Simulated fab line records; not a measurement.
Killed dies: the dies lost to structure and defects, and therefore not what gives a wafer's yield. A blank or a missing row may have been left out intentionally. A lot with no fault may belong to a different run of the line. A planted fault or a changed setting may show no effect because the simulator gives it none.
Comparing a struck lot with a sound one -- flow sky130 -- 21 steps out of a route of 708
Sound: these wafers, L673.1, L673.2, L673.6. Struck: wafers L685.1, L685.4, L685.6. The cause comes at the end.
Per side, at each step with rows, come the tool, then ch with its chambers, and then its first start. Under that, the readings that differ: sound wafers -- struck wafers -- difference of the means -- sigmas: that difference in standard deviations of wafers without a fault.
alike: readings with means less than 2 such deviations apart, plus words and numbers identical on both sides. not compared: withheld readings, readings lacking a value on some wafer, bounds such as >300 that could conceal the same value, and numbers that have no deviation in the record and whose values overlap.
Wherever a step has rows on one side only, a row that says differs or no value, or a row with sigmas, the two part there. When numbers do not overlap yet have no deviation, they are printed without sigmas and do not part them. Lack of a reading on every wafer of one side parts them only where that side has two or more wafers.

SKY_METAL5_DESCUM_14: chemistry O2, time 11 s.
  sound on rie_metal-04 ch 0,1, day 46 04:52; struck on rie_metal-04 ch 0,1, day 48 21:37
  alike: drypump_motor_current_A, oes_product_au, temp_c
  not compared: rf_hours_counter_h
SKY_METAL5_METAL_ETCH_15: etches the open film in Cl2/BCl3, stops on SiO2, target depth 1260 nm, time 252 s.
  sound on rie_metal-04 ch 0,1, day 46 04:54; struck on rie_metal-04 ch 0,1, day 48 21:39
  alike: drypump_motor_current_A, oes_product_au, throttle_valve_pct
  not compared: rf_hours_counter_h
SKY_METAL5_STRIP_16: strips in O2/N2.
  sound on plasma_asher-03 ch 0,1, day 46 05:08; struck on plasma_asher-01 ch 0,1, day 48 21:53
  alike: drypump_motor_current_A, oes_product_au, strip_time_to_endpoint_s
  not compared: rf_hours_counter_h
then, 3 steps without rows for these wafers: SKY_METAL5_STRIP_17 (strips in post etch residue remover, time 1200 s); SKY_METAL5_CLEAN_18 (cleans in IPA, time 180 s); SKY_METAL5_CLEAN_19 (cleans in O3/DIW).
SKY_PASSIVATION_CVD_00: deposits SiO2, target thk 90 nm.
  sound on pecvd-03 ch 0,1,2, day 46 05:47; struck on pecvd-03 ch 0,1,2, day 48 22:31
  alike: heater_power_w
SKY_PASSIVATION_THK_MEAS_01:
  sound: film_metro-02 at day 46 05:49; struck: film_metro-03 at day 48 22:32
  alike: PASSIVATION_CVD_00_THK
SKY_PASSIVATION_CVD_02: deposits Si3N4, target thk 540 nm.
  sound on pecvd-02 ch 0,2, day 46 05:53; struck on pecvd-02 ch 0, day 48 22:36
  alike: heater_power_w
SKY_PASSIVATION_THK_MEAS_03:
  sound: film_metro-02 at day 46 06:13; struck: film_metro-01 at day 48 22:56
  alike: PASSIVATION_CVD_02_THK
then, 2 steps without rows for these wafers: SKY_PASSIVATION_DEHYDRATE_04 (time 60 s); SKY_PASSIVATION_HMDS_05 (prime time 60 s).
SKY_PASSIVATION_COAT_06: resist thk 3000 nm.
  sound on litho_track-01 ch 0, day 46 15:37; struck on litho_track-01 ch 0, day 49 07:01
reading,sound,struck,difference,sigmas
spin_speed_rpm (rpm),2000.1 1998.5 1999.2,2127.3 2128.1 2126.5,+128.0,+99 or more
model.coat_of_PASSIVATION_COAT_06.thk_nm (nm),3014 3017 3019,2911 2908 2906,-108,
then, 4 steps without rows for these wafers: SKY_PASSIVATION_SOFTBAKE_07; SKY_PASSIVATION_EXPOSE_08 (exposes mask NSM, target cd 3000 nm); SKY_PASSIVATION_PEB_09; SKY_PASSIVATION_DEVELOP_10 (develop time 60 s).
SKY_PASSIVATION_ETCH_11: etches the open film in CF4/O2, stops on AlCu, target depth 725 nm, time 161.1 s.
  sound on rie_diel-03 ch 0,2, day 47 02:44; struck on rie_diel-01 ch 0,1,2, day 49 16:40
reading,sound,struck,difference,sigmas
model.coat_of_PASSIVATION_COAT_06.thk_nm (nm),2532 2532 2541,2427 2428 2430,-107,
  alike: drypump_motor_current_A, oes_product_au, throttle_valve_pct
  not compared: rf_hours_counter_h
SKY_PASSIVATION_STRIP_12: strips in O2/N2.
  sound on plasma_asher-04 ch 0,1, day 47 02:50; struck on plasma_asher-03 ch 0,1, day 49 16:46
reading,sound,struck,difference,sigmas
strip_time_to_endpoint_s (s),31.71 31.70 31.80,30.51 30.50 30.52,-1.23,-10
  alike: drypump_motor_current_A, oes_product_au
  not compared: rf_hours_counter_h
then, 2 steps without rows for these wafers: SKY_PAD_OPEN_DEHYDRATE_00 (time 60 s); SKY_PAD_OPEN_PROBE_99.

== WHERE THEY PART ==
Last at SKY_PASSIVATION_STRIP_12 as far as this record goes, first at SKY_PASSIVATION_COAT_06.

WHY: what the simulator had put in
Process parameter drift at SKY_PASSIVATION_COAT_06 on litho_track-01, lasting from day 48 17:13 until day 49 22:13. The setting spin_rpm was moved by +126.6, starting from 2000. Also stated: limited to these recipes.
